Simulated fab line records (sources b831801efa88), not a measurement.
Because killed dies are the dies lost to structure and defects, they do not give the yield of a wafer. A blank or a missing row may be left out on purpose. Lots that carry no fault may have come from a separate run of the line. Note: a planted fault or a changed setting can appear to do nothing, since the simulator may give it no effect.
Which tool is to blame? -- flow sky130 -- Sampling: 12 lots, 36 wafers, 6 of 708 route steps

WHAT EACH GAUGE READ, for each wafer
SKY_LOCAL_INTERCONNECT_CD_MEAS_11: the cd target is 170 nm. Usual: cd nm reads 170.2 nm (standard deviation 1.6).
lot,measured,on,cd nm (nm),flag
L777,day 30 18:25,cd sem-02,168.9 169.2 167.3,
L778,day 30 23:52,cd sem-01,168.6 169.0 169.8,
L779,day 31 04:37,cd sem-01,170.0 169.4 170.8,
L780,day 31 14:53,cd sem-01,169.9 169.5 171.8,
L783,day 32 14:18,cd sem-01,169.8 170.4 169.4,
L784,day 33 08:42,cd sem-02,171.6 172.6 170.4,
L785,day 33 20:47,cd sem-02,167.6 166.3 165.6,
L786,day 33 21:45,cd sem-01,170.8 169.9 170.2,
L790,day 34 21:58,cd sem-02,170.9 172.7 172.7,
L791,day 35 10:17,cd sem-02,168.2 169.5 169.3,
L799,day 37 17:46,cd sem-01,172.0 170.5 170.6,
L800,day 37 20:37,cd sem-02,169.9 169.4 170.9,

SKY_LOCAL_INTERCONNECT_OVL_MEAS_12. Usual: for LOCAL_INTERCONNECT_OVL the level is -1 nm and the standard deviation is 5.9.
lot,measured,on,LOCAL_INTERCONNECT_OVL (nm),flag
L777,day 30 18:32,overlay-02,-7 -9 -5,
L778,day 30 23:56,overlay-01,-6 -1 -5,
L779,day 31 04:44,overlay-01,-3 -2 -3,
L780,day 31 14:59,overlay-01,3 4 -4,
L783,day 32 14:25,overlay-01,-8 -14 -10,
L784,day 33 08:49,overlay-02,-6 -4 -10,
L785,day 33 20:54,overlay-01,4 8 8,
L786,day 33 21:51,overlay-02,5 -1 6,
L790,day 34 22:05,overlay-02,6 5 6,
L791,day 35 10:23,overlay-02,9 4 10,
L799,day 37 17:53,overlay-01,2 9 6,
L800,day 37 20:44,overlay-02,-11 -14 -13,

SKY_CONTACT_THK_MEAS_03. Usual: for CONTACT_HDPCVD_THK the level is 563 nm and the standard deviation is 6.4.
lot,measured,on,CONTACT_HDPCVD_THK (nm),flag
L777,day 30 19:47,film metro-01,565 566 562,
L778,day 31 00:55,film metro-01,574 567 562,
L779,day 31 05:47,film metro-04,560 564 560,
L780,day 31 16:13,film metro-04,572 570 569,
L783,day 32 15:19,film metro-03,561 555 556,
L784,day 33 09:46,film metro-04,573 555 560,
L785,day 33 21:49,film metro-03,566 564 568,
L786,day 33 22:46,film metro-04,562 578 571,
L790,day 34 23:04,film metro-01,682 680 673,OFF
L791,day 35 11:19,film metro-04,687 679 683,OFF
L799,day 37 18:47,film metro-01,582 576 573,
L800,day 37 21:45,film metro-01,564 564 558,

SKY_CONTACT_OVL_MEAS_15. Usual: for CONTACT_OVL the level is 2 nm and the standard deviation is 5.5.
lot,measured,on,CONTACT_OVL (nm),flag
L777,day 31 23:33,overlay-01,-1 4 2,
L778,day 32 04:56,overlay-01,2 10 12,
L779,day 32 09:50,overlay-02,-2 1 1,
L780,day 32 20:08,overlay-01,-4 3 3,
L783,day 33 17:39,overlay-01,1 -9 -11,
L784,day 34 13:21,overlay-01,5 1 2,
L785,day 35 01:33,overlay-01,-4 -1 -5,
L786,day 35 02:11,overlay-02,3 3 1,
L790,day 36 01:51,overlay-02,4 3 7,
L791,day 36 13:43,overlay-02,1 -7 -2,
L799,day 38 20:38,overlay-02,0 -1 4,
L800,day 39 00:06,overlay-01,10 9 14,

WHICH TOOL RAN EACH LOT (tool, then ch and the chambers of the sampled wafers, then the start)
lot,SKY_CONTACT_HDPCVD_02,SKY_CONTACT_CMP_04
L777,"hdpcvd-02 ch 1,2, day 30 19:43","cmp-02 ch 0,2, day 30 19:53"
L778,"hdpcvd-01 ch 0,1,2, day 31 00:51","cmp-02 ch 1,2,3, day 31 01:06"
L779,"hdpcvd-01 ch 0,1,2, day 31 05:43","cmp-01 ch 0,2, day 31 05:54"
L780,"hdpcvd-01 ch 0,1,2, day 31 16:08","cmp-01 ch 0,1,3, day 31 16:22"
L783,"hdpcvd-01 ch 1,2, day 32 15:15","cmp-02 ch 0,1,3, day 32 15:26"
L784,"hdpcvd-02 ch 1,2, day 33 09:42","cmp-02 ch 0,2,3, day 33 09:53"
L785,"hdpcvd-01 ch 0,1, day 33 21:46","cmp-01 ch 0,1,3, day 33 21:53"
L786,"hdpcvd-02 ch 0,2, day 33 22:41","cmp-02 ch 0,2,3, day 33 22:52"
L790,"hdpcvd-02 ch 0,2, day 34 23:00","cmp-02 ch 0,3, day 34 23:08"
L791,"hdpcvd-02 ch 0,1,2, day 35 11:14","cmp-02 ch 1,2,3, day 35 11:22"
L799,"hdpcvd-01 ch 0,1,2, day 37 18:43","cmp-01 ch 0,1,2, day 37 18:54"
L800,"hdpcvd-02 ch 0,2, day 37 21:40","cmp-02 ch 0,2,3, day 37 21:59"
- SKY_CONTACT_HDPCVD_02: deposits SiO2, target thk 565 nm, time 94.2 s.
- SKY_CONTACT_CMP_04: polishes SiO2.

AS READ BY THE TOOLS THEMSELVES (means over the sampled wafers that have a number; for cases with no such wafer, the mark the record gives instead)
SKY_CONTACT_HDPCVD_02. Usual: sih4 flow sccm reads 60.02 sccm (standard deviation 0.17).
lot,tool,sih4 flow sccm (sccm),flag
L777,hdpcvd-02,60.16,
L778,hdpcvd-01,60.00,
L779,hdpcvd-01,59.85,
L780,hdpcvd-01,60.11,
L783,hdpcvd-01,60.07,
L784,hdpcvd-02,60.09,
L785,hdpcvd-01,60.03,
L786,hdpcvd-02,59.89,
L790,hdpcvd-02,72.05,OFF
L791,hdpcvd-02,72.13,OFF
L799,hdpcvd-01,60.08,
L800,hdpcvd-02,59.99,

SKY_CONTACT_CMP_04. Usual: edge zone pressure frac 1.000, standard deviation 0.0045; motor current A 12.7 A, standard deviation 1.1; time to endpoint s 84 s, standard deviation 3.7.
lot,tool,edge zone pressure frac,motor current A (A),time to endpoint s (s),flag
L777,cmp-02,0.999,12.4,87,
L778,cmp-02,1.005,11.9,86,
L779,cmp-01,1.003,12.8,82,
L780,cmp-01,1.004,13.4,85,
L783,cmp-02,0.998,12.3,82,
L784,cmp-02,1.000,12.5,85,
L785,cmp-01,1.006,13.2,84,
L786,cmp-02,1.003,12.8,86,
L790,cmp-02,0.999,13.1,124,OFF
L791,cmp-02,1.001,12.1,126,OFF
L799,cmp-01,1.003,13.4,87,
L800,cmp-02,1.001,13.0,80,

THE ANSWER, worked out from the rows above alone
Rule: lot off if the mean of its wafers having a number is beyond 3 standard deviations from the usual mean. A lot without any number at a reading at which 4 lots or more have one is off too. The other lots that the step has rows for count as sound. After the gauges, taken in route order, come the tools' own readings; for these a lot's mean is taken, as printed above. The first step at which some lot is off is used, and at that step the reading that is off furthest; a lot without a number counts as furthest.
Off: L790, L791, at SKY_CONTACT_THK_MEAS_03 (CONTACT_HDPCVD_THK).
A tool fits if, at a process step before that reading, it ran every lot that is off, and no sound lot after the first of them. The gauges at SKY_CONTACT_THK_MEAS_03 aren't tried: what is off there is off at SKY_CONTACT_HDPCVD_02 too, on other tools, and a gauge's error can't cause that. No candidate that was tried fits.

WHAT WAS PUT IN BY THE SIMULATOR
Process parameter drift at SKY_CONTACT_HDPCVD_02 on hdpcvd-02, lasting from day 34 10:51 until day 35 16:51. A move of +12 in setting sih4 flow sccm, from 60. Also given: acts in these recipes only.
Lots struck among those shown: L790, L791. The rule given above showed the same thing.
